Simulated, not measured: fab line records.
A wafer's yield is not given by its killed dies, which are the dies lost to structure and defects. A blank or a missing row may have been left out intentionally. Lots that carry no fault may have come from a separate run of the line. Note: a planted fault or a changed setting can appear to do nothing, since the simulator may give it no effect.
fab line records	flow gf180mcu
record lots=24	wafers=72	last-day=34
route steps=602 shown STI@1 HV_LDD@222 SAB@275 V2@387 V3@452
lots that met no fault: from a run of the same line without faults
start-h: hours from the record's opening day to when the first of the lot's shown wafers began	wait-h: hours since the lot's step before	" same as the row above	L1.1+2: a row that stands for several wafers	- no value, or no start was given	* or withheld: withheld	< > ~ a bound
route shown NAME@n: a module of which the file shows steps, and the number in the route of the first	usual: average and standard deviation across the fault-free wafers	same: alike in all rows	chamber/n: place in a boat	sites: readings site by site	_std_site: the standard deviation of these	_edge_site: the outer-site mean with the inner-site mean subtracted	radius-mm: for every site, how far away it sits from the centre of the wafer	mask NAME#n: copy n	behind: tool/chamber where the wafer was last shaped	hold: why the lot went on hold/how many hours it stayed there/how the hold came to an end	device: which transistor (n, p or np) failed to switch	end of line: at the end of the route, the tests of the same wafers	for a step that has no rows: nothing shown but its recipe	killed: dies lost to structure and defects at the first sort, not the wafer's yield	map: a wafer's dies, marking killed ones x, the rest . and places with no die _
set.NAME: the setting that was run; set.NAME@STEP: the one run at that earlier step	model.NAME: the simulator's own value behind a step, which no gauge read
steps of the route over a sample of lots; a table a step, a row a wafer
services: from which hour (start-h, from the record's first day; less than 0 if before it) a tool's chamber was out of use, for how many hours, and why
## steps
# step GF_STI_BOW_MEAS_00
# recipe mode=bow
# usual INCOMING_BOW=0/6.5
lot.wafer	tool	chamber	start-h	wait-h	INCOMING_BOW[um]
L074.2	film-metro-03	-	10.02	-	-1
L074.3	"	-	"	"	-1
L074.5	"	-	"	"	4
L075.2	film-metro-01	-	15.02	-	0
L075.3	"	-	"	"	-2
L075.6	"	-	"	"	-2
L076.1	film-metro-04	-	20.00	-	7
L076.3	"	-	"	"	-6
L076.5	"	-	"	"	3
L077.1	film-metro-03	-	25.00	-	-5
L077.2	"	-	"	"	-9
L077.6	"	-	"	"	-1
L078.1	film-metro-04	-	30.00	-	1
L078.3	"	-	"	"	4
L078.6	"	-	"	"	-4
L079.3	film-metro-03	-	35.04	-	15
L079.4	"	-	"	"	20
L079.6	"	-	"	"	-7
L080.1	film-metro-04	-	40.00	-	-3
L080.2	"	-	"	"	-12
L080.6	"	-	"	"	5
L081.1	film-metro-01	-	45.00	-	-5
L081.3	"	-	"	"	2
L081.4	"	-	"	"	3
L082.2	film-metro-04	-	50.02	-	-6
L082.4	"	-	"	"	5
L082.6	"	-	"	"	1
L083.3	film-metro-03	-	55.04	-	-2
L083.5	"	-	"	"	-3
L083.6	"	-	"	"	7
L084.1	film-metro-04	-	60.00	-	-4
L084.2	"	-	"	"	-16
L084.6	"	-	"	"	0
L085.3	film-metro-04	-	65.04	-	0
L085.5	"	-	"	"	-6
L085.6	"	-	"	"	3
L086.2	film-metro-04	-	70.02	-	-8
L086.5	"	-	"	"	-2
L086.6	"	-	"	"	2
L087.1	film-metro-01	-	75.00	-	-3
L087.4	"	-	"	"	6
L087.6	"	-	"	"	-18
L088.2	film-metro-03	-	80.02	-	4
L088.4	"	-	"	"	0
L088.5	"	-	"	"	-11
L089.1	film-metro-03	-	85.00	-	-2
L089.2	"	-	"	"	0
L089.4	"	-	"	"	3
L090.3	film-metro-04	-	90.04	-	6
L090.4	"	-	"	"	-6
L090.6	"	-	"	"	9
L091.1	film-metro-01	-	95.00	-	10
L091.2	"	-	"	"	1
L091.3	"	-	"	"	-4
L092.2	film-metro-01	-	100.02	-	-3
L092.4	"	-	"	"	3
L092.6	"	-	"	"	2
L093.2	film-metro-01	-	105.02	-	-19
L093.5	"	-	"	"	-1
L093.6	"	-	"	"	-1
L094.1	film-metro-01	-	110.00	-	2
L094.5	"	-	"	"	0
L094.6	"	-	"	"	3
L095.1	film-metro-04	-	115.00	-	-8
L095.2	"	-	"	"	2
L095.4	"	-	"	"	6
L096.1	film-metro-04	-	120.08	-	-6
L096.3	"	-	"	"	-3
L096.6	"	-	"	"	-7
L097.2	film-metro-04	-	125.02	-	-16
L097.3	"	-	"	"	-1
L097.4	"	-	"	"	-2
# step GF_HV_LDD_CD_MEAS_46
# recipe target-cd-nm=400
# usual cd-nm=399.2/1.6
lot.wafer	tool	chamber	start-h	wait-h	cd-nm
L074.2	cd-sem-02	-	273.05	0.1	395.0
L074.3	"	-	"	"	397.6
L074.5	"	-	"	"	398.1
L075.2	cd-sem-02	-	281.50	0.1	398.7
L075.3	"	-	"	"	398.4
L075.6	"	-	"	"	397.0
L076.1	cd-sem-02	-	289.08	0.1	397.9
L076.3	"	-	"	"	399.1
L076.5	"	-	"	"	399.2
L078.1	cd-sem-01	-	302.45	0.1	402.2
L078.3	"	-	"	"	401.2
L078.6	"	-	"	"	400.6
L077.1	cd-sem-02	-	305.45	0.1	399.6
L077.2	"	-	"	"	399.6
L077.6	"	-	"	"	399.9
L079.3	cd-sem-01	-	308.32	0.1	400.7
L079.4	"	-	"	"	401.0
L079.6	"	-	"	"	401.2
L080.1	cd-sem-01	-	318.55	0.1	398.5
L080.2	"	-	"	"	399.5
L080.6	"	-	"	"	399.2
L081.1	cd-sem-01	-	324.85	0.1	397.7
L081.3	"	-	"	"	399.4
L081.4	"	-	"	"	398.4
L082.2	cd-sem-01	-	336.63	0.1	396.3
L082.4	"	-	"	"	399.2
L082.6	"	-	"	"	397.8
L083.3	cd-sem-02	-	341.70	0.1	397.6
L083.5	"	-	"	"	399.4
L083.6	"	-	"	"	398.0
L084.1	cd-sem-01	-	351.06	0.1	399.4
L084.2	"	-	"	"	400.0
L084.6	"	-	"	"	397.4
L085.3	cd-sem-02	-	363.64	0.1	398.7
L085.5	"	-	"	"	399.5
L085.6	"	-	"	"	399.2
L086.2	cd-sem-01	-	370.25	0.1	399.1
L086.5	"	-	"	"	400.5
L086.6	"	-	"	"	402.1
L087.1	cd-sem-01	-	387.81	0.1	400.0
L087.4	"	-	"	"	402.1
L087.6	"	-	"	"	398.5
L088.2	cd-sem-02	-	389.42	0.1	398.2
L088.4	"	-	"	"	398.1
L088.5	"	-	"	"	399.6
L089.1	cd-sem-02	-	394.88	0.1	399.8
L089.2	"	-	"	"	397.1
L089.4	"	-	"	"	400.5
L090.3	cd-sem-02	-	402.97	0.2	399.2
L090.4	"	-	"	"	399.7
L090.6	"	-	"	"	399.6
L091.1	cd-sem-02	-	411.05	0.1	401.6
L091.2	"	-	"	"	398.9
L091.3	"	-	"	"	400.0
L092.2	cd-sem-02	-	416.82	0.1	397.1
L092.4	"	-	"	"	400.6
L092.6	"	-	"	"	402.4
L093.2	cd-sem-02	-	423.88	0.1	400.6
L093.5	"	-	"	"	398.3
L093.6	"	-	"	"	400.4
L094.1	cd-sem-02	-	435.23	0.1	398.7
L094.5	"	-	"	"	400.7
L094.6	"	-	"	"	402.0
L095.1	cd-sem-02	-	444.87	0.2	399.4
L095.2	"	-	"	"	398.8
L095.4	"	-	"	"	398.3
L096.1	cd-sem-02	-	452.65	0.1	400.9
L096.3	"	-	"	"	397.8
L096.6	"	-	"	"	397.1
L097.2	cd-sem-02	-	463.92	0.2	398.3
L097.3	"	-	"	"	399.7
L097.4	"	-	"	"	399.4
# step GF_HV_LDD_OVL_MEAS_47
# usual HV_LDD_03_OVL=2.2/1.4
lot.wafer	tool	chamber	start-h	wait-h	HV_LDD_03_OVL[nm]
L074.2	overlay-01	-	273.15	0.1	2.9
L074.3	"	-	"	"	1.6
L074.5	"	-	"	"	1.7
L075.2	overlay-01	-	281.60	0.1	3.2
L075.3	"	-	"	"	0.8
L075.6	"	-	"	"	1.5
L076.1	overlay-01	-	289.20	0.1	2.8
L076.3	"	-	"	"	1.7
L076.5	"	-	"	"	3.6
L078.1	overlay-01	-	302.57	0.1	4.3
L078.3	"	-	"	"	4.0
L078.6	"	-	"	"	4.4
L077.1	overlay-01	-	305.57	0.1	0.7
L077.2	"	-	"	"	-0.3
L077.6	"	-	"	"	-0.1
L079.3	overlay-01	-	308.41	0.1	1.9
L079.4	"	-	"	"	2.5
L079.6	"	-	"	"	1.9
L080.1	overlay-01	-	318.67	0.1	3.1
L080.2	"	-	"	"	2.3
L080.6	"	-	"	"	1.9
L081.1	overlay-02	-	324.97	0.1	3.8
L081.3	"	-	"	"	4.3
L081.4	"	-	"	"	4.0
L082.2	overlay-02	-	336.74	0.1	3.0
L082.4	"	-	"	"	0.2
L082.6	"	-	"	"	0.0
L083.3	overlay-01	-	341.79	0.1	2.5
L083.5	"	-	"	"	2.1
L083.6	"	-	"	"	3.3
L084.1	overlay-02	-	351.18	0.1	-1.2
L084.2	"	-	"	"	-0.7
L084.6	"	-	"	"	1.9
L085.3	overlay-02	-	363.73	0.1	3.3
L085.5	"	-	"	"	1.9
L085.6	"	-	"	"	1.3
L086.2	overlay-01	-	370.35	0.1	3.0
L086.5	"	-	"	"	2.1
L086.6	"	-	"	"	3.4
L087.1	overlay-01	-	387.93	0.1	1.7
L087.4	"	-	"	"	0.5
L087.6	"	-	"	"	2.0
L088.2	overlay-01	-	389.53	0.1	3.5
L088.4	"	-	"	"	3.1
L088.5	"	-	"	"	2.4
L089.1	overlay-01	-	395.00	0.1	3.7
L089.2	"	-	"	"	3.8
L089.4	"	-	"	"	4.4
L090.3	overlay-02	-	403.07	0.1	4.2
L090.4	"	-	"	"	1.4
L090.6	"	-	"	"	2.0
L091.1	overlay-02	-	411.17	0.1	0.5
L091.2	"	-	"	"	1.1
L091.3	"	-	"	"	0.8
L092.2	overlay-01	-	416.93	0.1	2.0
L092.4	"	-	"	"	5.5
L092.6	"	-	"	"	2.8
L093.2	overlay-02	-	423.99	0.1	1.4
L093.5	"	-	"	"	2.1
L093.6	"	-	"	"	2.8
L094.1	overlay-02	-	435.35	0.1	2.3
L094.5	"	-	"	"	3.3
L094.6	"	-	"	"	1.8
L095.1	overlay-02	-	444.99	0.1	1.7
L095.2	"	-	"	"	2.0
L095.4	"	-	"	"	1.8
L096.1	overlay-01	-	452.77	0.1	0.5
L096.3	"	-	"	"	1.0
L096.6	"	-	"	"	0.2
L097.2	overlay-02	-	464.03	0.1	-0.4
L097.3	"	-	"	"	1.8
L097.4	"	-	"	"	1.3
# step GF_SAB_ETCH_11
# recipe chemistry=C4F8/O2/Ar	mask-material=NOVOLAK	target=SiO2	target-depth-nm=55	source-w=1500	bias-w=1200	pressure-mtorr=40	c4f8-flow-sccm=withheld	O2_flow_sccm=6	Ar_flow_sccm=300	time-s=8.5
# usual chamber-pressure-mTorr=40.00/0.069	oes-product-au=0.998/0.012
lot.wafer	tool	chamber	start-h	wait-h	chamber-pressure-mTorr	oes-product-au	rf-hours-counter-h
L074.2	rie-diel-04	3	338.39	0.0	40.04	1.017	5
L074.3	"	2	"	"	40.04	0.985	62
L074.5	"	0	"	"	40.00	0.994	-
L075.2	rie-diel-02	3	348.49	0.0	40.04	0.997	22
L075.3	"	0	"	"	40.07	1.008	14
L075.6	"	1	"	"	40.00	0.989	-
L076.1	rie-diel-04	2	356.49	0.0	39.96	0.992	63
L076.3	"	0	"	"	39.98	1.006	76
L076.5	"	2	"	"	39.96	0.991	-
L078.1	rie-diel-03	1	370.79	0.0	39.98	1.027	59
L078.3	"	0	"	"	40.00	0.995	113
L078.6	"	3	"	"	40.02	0.993	-
L077.1	rie-diel-03	1	374.69	0.0	39.99	1.018	59
L077.2	"	3	"	"	39.99	0.991	56
L077.6	"	3	"	"	40.00	0.994	-
L079.3	rie-diel-03	3	376.37	0.0	40.03	0.995	56
L079.4	"	1	"	"	39.96	1.012	-
L079.6	"	2	"	"	40.02	1.009	-
L080.1	rie-diel-02	0	390.21	0.0	40.02	1.007	15
L080.2	"	1	"	"	40.07	1.007	115
L080.6	"	1	"	"	39.97	0.988	-
L081.1	rie-diel-04	1	396.79	0.0	40.02	0.996	75
L081.3	"	3	"	"	39.98	1.001	6
L081.4	"	0	"	"	40.03	1.002	77
L082.2	rie-diel-02	3	410.16	0.0	40.00	1.000	24
L082.4	"	2	"	"	40.02	1.002	-
L082.6	"	0	"	"	40.00	1.009	-
L083.3	rie-diel-04	3	417.19	0.0	39.98	1.004	7
L083.5	"	1	"	"	39.96	0.994	-
L083.6	"	2	"	"	40.00	0.979	-
L084.1	rie-diel-02	2	424.19	0.0	40.02	1.003	18
L084.2	"	3	"	"	39.97	1.013	24
L084.6	"	2	"	"	39.97	1.002	-
L085.3	rie-diel-02	3	440.06	0.0	40.09	1.001	25
L085.5	"	0	"	"	39.99	1.010	-
L085.6	"	3	"	"	39.96	1.002	-
L086.2	rie-diel-04	3	447.28	0.0	40.01	0.993	8
L086.5	"	3	"	"	40.05	0.995	-
L086.6	"	0	"	"	39.99	0.998	-
L087.1	rie-diel-02	3	463.94	0.0	40.01	0.993	25
L087.4	"	2	"	"	39.99	0.996	-
L087.6	"	0	"	"	40.01	0.996	-
L088.2	rie-diel-03	3	465.00	0.0	39.99	0.974	58
L088.4	"	2	"	"	40.09	0.988	41
L088.5	"	2	"	"	39.99	0.988	-
L089.1	rie-diel-03	1	471.17	0.0	40.06	1.016	61
L089.2	"	3	"	"	39.97	0.986	58
L089.4	"	2	"	"	40.00	0.996	41
L090.3	rie-diel-04	1	478.51	0.0	40.00	0.999	78
L090.4	"	2	"	"	40.06	0.986	66
L090.6	"	3	"	"	40.04	0.993	-
L091.1	rie-diel-02	0	487.66	0.0	39.95	0.999	18
L091.2	"	2	"	"	40.01	0.999	20
L091.3	"	1	"	"	40.01	0.986	0
L092.2	rie-diel-03	3	492.84	0.0	40.01	0.990	59
L092.4	"	1	"	"	40.00	1.009	62
L092.6	"	3	"	"	40.04	0.977	-
L093.2	rie-diel-03	3	500.69	0.0	40.01	0.975	59
L093.5	"	1	"	"	39.94	1.029	-
L093.6	"	0	"	"	40.08	0.981	-
L094.1	rie-diel-04	0	511.75	0.0	40.03	1.009	80
L094.5	"	1	"	"	40.01	1.001	-
L094.6	"	2	"	"	40.00	0.974	-
L095.1	rie-diel-02	1	520.54	0.0	39.94	1.005	1
L095.2	"	0	"	"	39.94	1.007	19
L095.4	"	2	"	"	40.01	1.010	21
L096.1	rie-diel-04	0	529.65	0.0	40.02	1.002	81
L096.3	"	2	"	"	40.00	0.997	67
L096.6	"	3	"	"	39.99	1.008	-
L097.2	rie-diel-02	1	538.26	0.0	40.08	0.991	2
L097.3	"	2	"	"	39.99	0.989	21
L097.4	"	2	"	"	40.02	1.000	-
# step GF_V2_BOW_MEAS_05
# recipe mode=bow
# usual V2_BOW=101/6.9
lot.wafer	tool	chamber	start-h	wait-h	V2_BOW[um]
L074.2	film-metro-02	-	438.66	0.2	91
L074.3	"	-	"	"	93
L074.5	"	-	"	"	96
L075.2	film-metro-02	-	449.38	0.2	99
L075.3	"	-	"	"	99
L075.6	"	-	"	"	98
L076.1	film-metro-04	-	458.73	0.1	112
L076.3	"	-	"	"	98
L076.5	"	-	"	"	106
L078.1	film-metro-03	-	474.60	0.1	101
L078.3	"	-	"	"	104
L078.6	"	-	"	"	98
L077.1	film-metro-04	-	477.10	0.1	96
L077.2	"	-	"	"	93
L077.6	"	-	"	"	100
L079.3	film-metro-02	-	478.74	0.2	113
L079.4	"	-	"	"	115
L079.6	"	-	"	"	88
L080.1	film-metro-03	-	493.66	0.2	94
L080.2	"	-	"	"	83
L080.6	"	-	"	"	102
L081.1	film-metro-03	-	500.36	0.1	91
L081.3	"	-	"	"	98
L081.4	"	-	"	"	100
L082.2	film-metro-04	-	513.91	0.2	93
L082.4	"	-	"	"	107
L082.6	"	-	"	"	101
L083.3	film-metro-03	-	520.64	0.1	102
L083.5	"	-	"	"	101
L083.6	"	-	"	"	109
L084.1	film-metro-04	-	527.25	0.1	103
L084.2	"	-	"	"	91
L084.6	"	-	"	"	107
L085.3	film-metro-04	-	541.57	0.1	103
L085.5	"	-	"	"	95
L085.6	"	-	"	"	106
L086.2	film-metro-02	-	548.16	0.3	95
L086.5	"	-	"	"	103
L086.6	"	-	"	"	107
L087.1	film-metro-02	-	563.94	0.1	92
L087.4	"	-	"	"	102
L087.6	"	-	"	"	78
L088.2	film-metro-03	-	565.03	0.2	105
L088.4	"	-	"	"	99
L088.5	"	-	"	"	90
L089.1	film-metro-03	-	571.32	0.2	99
L089.2	"	-	"	"	100
L089.4	"	-	"	"	101
L090.3	film-metro-02	-	576.58	0.2	108
L090.4	"	-	"	"	97
L090.6	"	-	"	"	113
L091.1	film-metro-02	-	583.35	0.2	114
L091.2	"	-	"	"	107
L091.3	"	-	"	"	100
L092.2	film-metro-03	-	591.18	0.2	100
L092.4	"	-	"	"	106
L092.6	"	-	"	"	104
L093.2	film-metro-03	-	596.15	0.2	92
L093.5	"	-	"	"	108
L093.6	"	-	"	"	109
L094.1	film-metro-03	-	605.89	0.1	110
L094.5	"	-	"	"	107
L094.6	"	-	"	"	110
L095.1	film-metro-02	-	615.11	0.1	96
L095.2	"	-	"	"	104
L095.4	"	-	"	"	108
L096.1	film-metro-02	-	623.00	0.2	91
L096.3	"	-	"	"	97
L096.6	"	-	"	"	94
L097.2	film-metro-03	-	631.80	0.2	92
L097.3	"	-	"	"	104
L097.4	"	-	"	"	105
# step GF_V3_CVD_23
# recipe material=W	target-thk-nm=350	time-s=104.9	temp-c=400	pressure-torr=40
# usual heater-power-w=877/70
lot.wafer	tool	chamber	start-h	wait-h	heater-power-w
L074.2	cvd-w-01	1	514.18	0.0	784
L074.3	"	1	"	"	785
L074.5	"	1	"	"	784
L075.2	cvd-w-01	1	524.85	0.0	752
L075.3	"	1	"	"	757
L075.6	"	1	"	"	773
L076.1	cvd-w-02	1	533.71	0.0	940
L076.3	"	1	"	"	934
L076.5	"	1	"	"	922
L078.1	cvd-w-02	1	548.74	0.0	903
L078.3	"	0	"	"	953
L078.6	"	1	"	"	917
L077.1	cvd-w-01	1	550.34	0.0	756
L077.2	"	0	"	"	891
L077.6	"	0	"	"	886
L079.3	cvd-w-01	1	551.48	0.1	758
L079.4	"	0	"	"	859
L079.6	"	0	"	"	866
L080.1	cvd-w-01	1	566.92	0.0	769
L080.2	"	0	"	"	865
L080.6	"	0	"	"	893
L081.1	cvd-w-02	1	572.55	0.0	932
L081.3	"	0	"	"	947
L081.4	"	1	"	"	943
L082.2	cvd-w-01	1	584.66	0.0	771
L082.4	"	1	"	"	774
L082.6	"	1	"	"	780
L083.3	cvd-w-02	0	591.86	0.1	925
L083.5	"	1	"	"	928
L083.6	"	0	"	"	946
L084.1	cvd-w-02	0	597.15	0.0	922
L084.2	"	1	"	"	921
L084.6	"	0	"	"	942
L085.3	cvd-w-02	0	610.53	0.1	931
L085.5	"	1	"	"	933
L085.6	"	0	"	"	955
L086.2	cvd-w-02	0	616.43	0.0	907
L086.5	"	1	"	"	949
L086.6	"	0	"	"	959
L087.1	cvd-w-01	1	630.77	0.0	768
L087.4	"	1	"	"	776
L087.6	"	0	"	"	865
L088.2	cvd-w-02	1	634.07	0.0	926
L088.4	"	1	"	"	945
L088.5	"	1	"	"	926
L089.1	cvd-w-02	0	637.30	0.0	946
L089.2	"	1	"	"	932
L089.4	"	1	"	"	919
L090.3	cvd-w-02	0	644.28	0.1	934
L090.4	"	1	"	"	918
L090.6	"	0	"	"	941
L091.1	cvd-w-01	1	649.37	0.0	764
L091.2	"	0	"	"	875
L091.3	"	1	"	"	770
L092.2	cvd-w-01	1	656.21	0.0	775
L092.4	"	1	"	"	774
L092.6	"	1	"	"	774
L093.2	cvd-w-01	0	661.56	0.0	865
L093.5	"	0	"	"	874
L093.6	"	1	"	"	790
L094.1	cvd-w-02	0	670.00	0.0	954
L094.5	"	0	"	"	954
L094.6	"	1	"	"	963
L095.1	cvd-w-01	1	678.90	0.0	795
L095.2	"	1	"	"	777
L095.4	"	1	"	"	786
L096.1	cvd-w-01	0	685.48	0.0	857
L096.3	"	0	"	"	897
L096.6	"	1	"	"	760
L097.2	cvd-w-01	0	693.05	0.0	889
L097.3	"	1	"	"	784
L097.4	"	0	"	"	870
## services
tool	chamber	start-h	hours	kind
rie-diel-03	-	327.26	2.8	pm
rie-diel-04	2	342.72	5.1	repair
rie-diel-02	2	345.88	7.7	repair
rie-diel-02	-	372.44	2.8	pm
rie-diel-03	0	374.55	5.4	repair
rie-diel-04	2	375.76	5.1	repair
cvd-w-02	1	388.37	3.9	repair
cvd-w-02	-	390.00	14.0	pm
rie-diel-04	0	403.01	5.2	repair
rie-diel-02	1	408.50	33.0	repair
rie-diel-04	-	420.75	0.1	repair
cvd-w-02	-	438.78	1.7	repair
rie-diel-02	0	459.28	1.5	repair
rie-diel-02	3	459.58	3.6	repair
rie-diel-03	2	495.88	2.0	repair
rie-diel-02	0	534.17	7.3	repair
rie-diel-04	0	551.32	2.2	repair
rie-diel-03	3	563.58	6.5	repair
rie-diel-03	2	575.25	32.8	repair
rie-diel-03	0	608.58	4.6	repair
rie-diel-04	-	618.66	2.8	pm
rie-diel-03	2	649.83	10.0	repair
cvd-w-02	-	661.41	2.8	pm
cvd-w-01	0	676.88	3.3	repair
## key
fault none
